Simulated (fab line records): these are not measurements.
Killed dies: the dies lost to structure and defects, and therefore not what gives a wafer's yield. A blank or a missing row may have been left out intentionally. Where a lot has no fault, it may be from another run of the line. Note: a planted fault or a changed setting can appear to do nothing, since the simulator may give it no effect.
Chamber matching :: flow sfqLine :: SFQ_TRILAYER_I0_CMP_CMP_028 on cmp-01: 4 sister chambers
The step polishes SiO2. 14 wafers are shown with their chamber, then 7 later ones without.

## WAFERS, EACH WITH ITS CHAMBER
wafer: L917.1
chamber: 1
slurryFilterDpKPa (kPa): 13.59
timeToEndpointS (s): 212
motorCurrentA (A): 9.6

wafer: L917.3
chamber: 0
slurryFilterDpKPa (kPa): 13.46
timeToEndpointS (s): 215
motorCurrentA (A): 9.4

wafer: L917.6
chamber: 1
slurryFilterDpKPa (kPa): 13.34
timeToEndpointS (s): 209
motorCurrentA (A): 9.2

wafer: L918.1
chamber: 0
slurryFilterDpKPa (kPa): 13.39
timeToEndpointS (s): 204
motorCurrentA (A): 9.3

wafer: L918.2
chamber: 3
slurryFilterDpKPa (kPa): 13.32
timeToEndpointS (s): 208
motorCurrentA (A): 9.0

wafer: L918.6
chamber: 3
slurryFilterDpKPa (kPa): 13.75
timeToEndpointS (s): 223
motorCurrentA (A): 9.0

wafer: L924.1
chamber: 0
slurryFilterDpKPa (kPa): 13.61
timeToEndpointS (s): 211
motorCurrentA (A): 9.6

wafer: L924.3
chamber: 3
slurryFilterDpKPa (kPa): 13.35
timeToEndpointS (s): 205
motorCurrentA (A): 9.5

wafer: L924.6
chamber: 3
slurryFilterDpKPa (kPa): 13.45
timeToEndpointS (s): 215
motorCurrentA (A): 9.2

wafer: L925.3
chamber: 3
slurryFilterDpKPa (kPa): 13.74
timeToEndpointS (s): 197
motorCurrentA (A): 9.3

wafer: L925.5
chamber: 3
slurryFilterDpKPa (kPa): 13.42
timeToEndpointS (s): 214
motorCurrentA (A): 9.6

wafer: L925.6
chamber: 0
slurryFilterDpKPa (kPa): 13.31
timeToEndpointS (s): 206
motorCurrentA (A): 9.4

wafer: L926.2
chamber: 3
slurryFilterDpKPa (kPa): 13.58
timeToEndpointS (s): 198
motorCurrentA (A): 9.4

wafer: L926.1
chamber: 2
slurryFilterDpKPa (kPa): 13.30
timeToEndpointS (s): 203
motorCurrentA (A): 9.5

SIGNATURES (averages over the wafers above)
reading: slurryFilterDpKPa
chamber 0: 13.4425
chamber 1: 13.4650
chamber 2: 13.3000
chamber 3: 13.5157
scatter within a chamber: 0.164

reading: timeToEndpointS
chamber 0: 209.00
chamber 1: 210.50
chamber 2: 203.00
chamber 3: 208.57
scatter within a chamber: 7.85

reading: motorCurrentA
chamber 0: 9.425
chamber 1: 9.400
chamber 2: 9.500
chamber 3: 9.286
scatter within a chamber: 0.214
Rule: a wafer's distance from a chamber is the root of the sum, over the readings, of the square of ((its reading less the chamber's mean) divided by the reading's scatter). If the next closest chamber is less than 2 further off than the closest, the wafer can't be placed; otherwise it belongs to the closest. How the scatter is found: for the shown wafers, subtract from each reading the mean of its chamber, square and add these, divide the total by (wafers less chambers), then take the root.

## WAFERS WHOSE CHAMBER IS MISSING
wafer: L926.6
slurryFilterDpKPa (kPa): 13.61
timeToEndpointS (s): 201
motorCurrentA (A): 9.2

wafer: L928.4
slurryFilterDpKPa (kPa): 13.29
timeToEndpointS (s): 210
motorCurrentA (A): 9.6

wafer: L928.2
slurryFilterDpKPa (kPa): 13.52
timeToEndpointS (s): 212
motorCurrentA (A): 9.8

wafer: L928.6
slurryFilterDpKPa (kPa): 13.67
timeToEndpointS (s): 204
motorCurrentA (A): 9.3

wafer: L938.2
slurryFilterDpKPa (kPa): 13.56
timeToEndpointS (s): 202
motorCurrentA (A): 9.5

wafer: L938.5
slurryFilterDpKPa (kPa): 13.59
timeToEndpointS (s): 220
motorCurrentA (A): 10.1

wafer: L938.6
slurryFilterDpKPa (kPa): 13.33
timeToEndpointS (s): 212
motorCurrentA (A): 9.7

## WHICH CHAMBER EACH ONE RAN IN
wafer: L926.6
from the rows above: can't be placed: 3 or 1 or 0 or 2
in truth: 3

wafer: L928.4
from the rows above: can't be placed: 2 or 0 or 1 or 3
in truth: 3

wafer: L928.2
from the rows above: can't be placed: 0 or 1 or 2 or 3
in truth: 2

wafer: L928.6
from the rows above: can't be placed: 3 or 1 or 0 or 2
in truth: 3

wafer: L938.2
from the rows above: can't be placed: 0 or 1 or 3 or 2
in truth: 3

wafer: L938.5
from the rows above: can't be placed: 0 or 1 or 2 or 3
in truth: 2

wafer: L938.6
from the rows above: can't be placed: 2 or 0 or 1 or 3
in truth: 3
0 of 7 placed correctly. These rows do not allow placing 7 (true chamber among the candidates in 7). Wrongly placed: 0.
